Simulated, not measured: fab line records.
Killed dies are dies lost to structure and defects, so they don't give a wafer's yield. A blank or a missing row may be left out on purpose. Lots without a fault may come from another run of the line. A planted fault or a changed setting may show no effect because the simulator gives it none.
A lot that was struck, set against a sound lot / flow gf180mcu / 17 steps out of a route of 602
Sound: these wafers, L472.2, L472.5, L472.6. Struck: wafers L479.1, L479.5. (L479.2 of the same lot was not struck and is left out.) The cause comes at the end.
At each step with rows: each side's tool, then ch and its chambers, then its first start. Under that, the readings that differ: sound wafers / struck wafers / difference of the means / sigmas: that difference in standard deviations of wafers without a fault.
alike: readings whose means differ by less than 2 such deviations, and words and numbers that are the same on both sides. not compared: withheld readings, readings that some wafer has no value for, bounds like >300 that may hide the same value, and numbers for which the record gives no deviation and whose values overlap.
Wherever a step has rows on one side only, a row that says differs or no value, or a row with sigmas, the two part there. Non-overlapping numbers with no deviation appear without sigmas and do not part them. Lack of a reading on every wafer of one side parts them only where that side has two or more wafers.

first, 3 steps without rows for these wafers: GF_V4_EXPOSE_11 (exposes mask Via4, target cd 260 nm); GF_V4_PEB_12 (peb time 90 s); GF_V4_DEVELOP_13 (develop time 60 s).
GF_V4_CD_MEAS_14 targets a cd of 260 nm.
  sound on cd-sem-02 at day 27 12:17; struck on cd-sem-02 at day 29 13:16
reading=cd-nm (nm); sound=262.9 261.9 263.1; struck=258.4 259.6; difference=-3.6; sigmas=-3
GF_V4_OVL_MEAS_15:
  sound on overlay-01 at day 27 12:24; struck on overlay-01 at day 29 13:23
  alike: V4_OVL
GF_V4_ETCH_16: etches BARC in N2/H2.
  sound on rie-diel-03 ch 1,2,3, day 27 12:26; struck on rie-diel-01 ch 0, day 29 13:25
  alike: bias-w, drypump-motor-current-A, oes-product-au, rf-fwd-power-W, throttle-valve-pct
GF_V4_ETCH_17: etches SiO2 in C4F8/O2/Ar, stops on TiN, target depth 630 nm.
  sound: rie-diel-03 ch 1,2,3; struck: rie-diel-01 ch 0
  alike: bias-w, oes-product-au, rf-fwd-power-W
GF_V4_STRIP_18: strips in O2/N2.
  sound on plasma-asher-04 ch 0,1, day 27 12:33; struck on plasma-asher-01 ch 0, day 29 13:33
  alike: drypump-motor-current-A, heater-power-w, oes-product-au
  not compared: rf-hours-counter-h
then, 2 steps without rows for these wafers: GF_V4_STRIP_19 (strips in post etch residue remover, time 1200 s); GF_V4_CLEAN_20 (cleans in DIW).
GF_V4_SPUTTER_21: material Ti, target thk 15 nm, time 80.02 s.
  sound on pvd-sputter-01 at day 27 13:05; struck on pvd-sputter-01 at day 29 14:05
  alike: throttle-valve-pct
then, 1 step without rows for these wafers: GF_V4_SPUTTER_22 (material TiN, target thk 10 nm, time 40 s).
GF_V4_CVD_23: deposits W, target thk 350 nm, time 104.9 s.
  sound on cvd-w-02 ch 0,1, day 27 13:11; struck on cvd-w-01 ch 1, day 29 14:11
reading=chamber-pressure-Torr (Torr); sound=39.95 40.06 39.94; struck=44.12 44.18; difference=+4.17; sigmas=+59
reading=model.W_of_V4_CVD_23.thk-nm (nm); sound=358.8 345.4 355.5; struck=361 362.5; difference=+9; sigmas=
  alike: heater-power-w
GF_V4_RS_MEAS_24: measurement is done with a four-point probe.
  sound on film-metro-01 at day 27 13:19; struck on film-metro-03 at day 29 14:18
  alike: V4_W_RS
GF_V4_THK_MEAS_25: measures by xrf.
  sound on film-metro-01 at day 27 13:26; struck on film-metro-03 at day 29 14:25
reading=V4_W_THK (nm); sound=362 346 354; struck=366 368; difference=+13; sigmas=+2
GF_V4_CMP_26: polishes, stops on SiO2, t overpolish 15 s, target thk 0 nm.
  sound on cmp-02 ch 0,1,2, day 27 13:35; struck on cmp-01 ch 1,2, day 29 14:29
  alike: motor-current-A
-- the record jumps here: 4 days lie between the struck wafers' starts before and after (it left off in module V4 and takes up again in module PASSIVATION, whose first step shown is number 602 of the route) --
GF_PASSIVATION_PROBE_99:
  rows exist in the record for the struck wafers here (prober-02, day 33 13:34), but not for the sound ones

== WHERE THEY PART ==
First at GF_V4_CD_MEAS_14; last, within this record, at GF_PASSIVATION_PROBE_99.

WHY: what had been put in by the simulator
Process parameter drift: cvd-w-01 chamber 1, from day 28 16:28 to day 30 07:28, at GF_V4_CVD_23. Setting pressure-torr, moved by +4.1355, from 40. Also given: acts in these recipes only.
